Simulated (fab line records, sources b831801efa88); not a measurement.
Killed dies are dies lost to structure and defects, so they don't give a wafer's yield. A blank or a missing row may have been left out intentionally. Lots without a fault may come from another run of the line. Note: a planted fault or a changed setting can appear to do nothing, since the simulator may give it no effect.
The same fault as seen by 2 desks || flow sky130 || only its own numbers are on each desk; what lay behind them is given at the end

## FROM THE METROLOGY DESK
What the gauges read for every lot (on any tool): the sampled wafers with a number, averaged. Any lot whose mean is over 4 standard deviations away from the usual mean is out of limits and marked OUT; that distance is given in the brackets.
Columns: A = POLY_CUT_OVL at SKY_POLY_CUT_OVL_MEAS_09, usual 0 nm; B = SD_P_OVL at SKY_SD_P_OVL_MEAS_08, usual 0.7 nm; C = LI_CONTACT_W_RS at SKY_LI_CONTACT_RS_MEAS_22, usual 0.286 ohm/sq; D = LI_CONTACT_W_THK at SKY_LI_CONTACT_THK_MEAS_23, usual 400 nm
{"lot": "L676", "first seen here": "day 24 09:59", "A": 12, "B": -0.7, "C": 0.285, "D": 407}
{"lot": "L677", "first seen here": "day 24 21:13", "A": 2, "B": 2.9, "C": 0.286, "D": 398}
{"lot": "L678", "first seen here": "day 25 01:50", "A": -5, "B": 1.8, "C": 0.289, "D": 392}
{"lot": "L679", "first seen here": "day 25 13:20", "A": 4, "B": 2.8, "C": 0.290, "D": 404}
{"lot": "L680", "first seen here": "day 25 22:40", "A": -1, "B": 0.2, "C": 0.287, "D": 407}
{"lot": "L681", "first seen here": "day 26 02:06", "A": -7, "B": 0.6, "C": 0.288, "D": 389}
{"lot": "L682", "first seen here": "day 26 12:54", "A": 0, "B": 0.9, "C": 0.288, "D": 390}
{"lot": "L684", "first seen here": "day 27 09:19", "A": 4, "B": -0.7, "C": 0.288, "D": 397}
{"lot": "L688", "first seen here": "day 28 16:06", "A": -6, "B": 1.6, "C": 0.288, "D": 399}
{"lot": "L691", "first seen here": "day 29 15:37", "A": 3, "B": 2.0, "C": 0.285, "D": 406}
{"lot": "L696", "first seen here": "day 31 05:33", "A": -3, "B": 0.2, "C": 0.279, "D": 409}
This desk's finding: nothing out of limits on any of the 11 lots.

## AT THE TOOL OWNER'S DESK: cvdW-01
The tool's own readings at SKY_LI_CONTACT_CVD_21 (deposits W, target thk 400 nm, time 120.56 s): means of the sampled wafers that have a number, for each lot that ran on this tool. Any lot whose mean is over 4 standard deviations away from the usual mean is out of limits and marked OUT; that distance is given in the brackets.
Columns: A = heaterPowerW at SKY_LI_CONTACT_CVD_21, usual 824 W
{"lot": "L676", "first seen here": "day 29 09:16", "A": 843}
{"lot": "L677", "first seen here": "day 29 18:59", "A": 831}
{"lot": "L678", "first seen here": "day 29 23:09", "A": 865}
{"lot": "L679", "first seen here": "day 30 11:34", "A": 850}
{"lot": "L681", "first seen here": "day 30 23:10", "A": 828}
{"lot": "L682", "first seen here": "day 31 07:55", "A": 880}
{"lot": "L684", "first seen here": "day 32 04:26", "A": 830}
{"lot": "L691", "first seen here": "day 34 06:59", "A": 849}
{"lot": "L696", "first seen here": "day 35 18:46", "A": 844}
This desk's finding: nothing out of limits on any of the 9 lots.

## TAKEN TOGETHER
The metrology desk saw nothing out of limits.
The tool owner's desk saw nothing out of limits.

## WHAT THE SIMULATOR HAD PUT IN
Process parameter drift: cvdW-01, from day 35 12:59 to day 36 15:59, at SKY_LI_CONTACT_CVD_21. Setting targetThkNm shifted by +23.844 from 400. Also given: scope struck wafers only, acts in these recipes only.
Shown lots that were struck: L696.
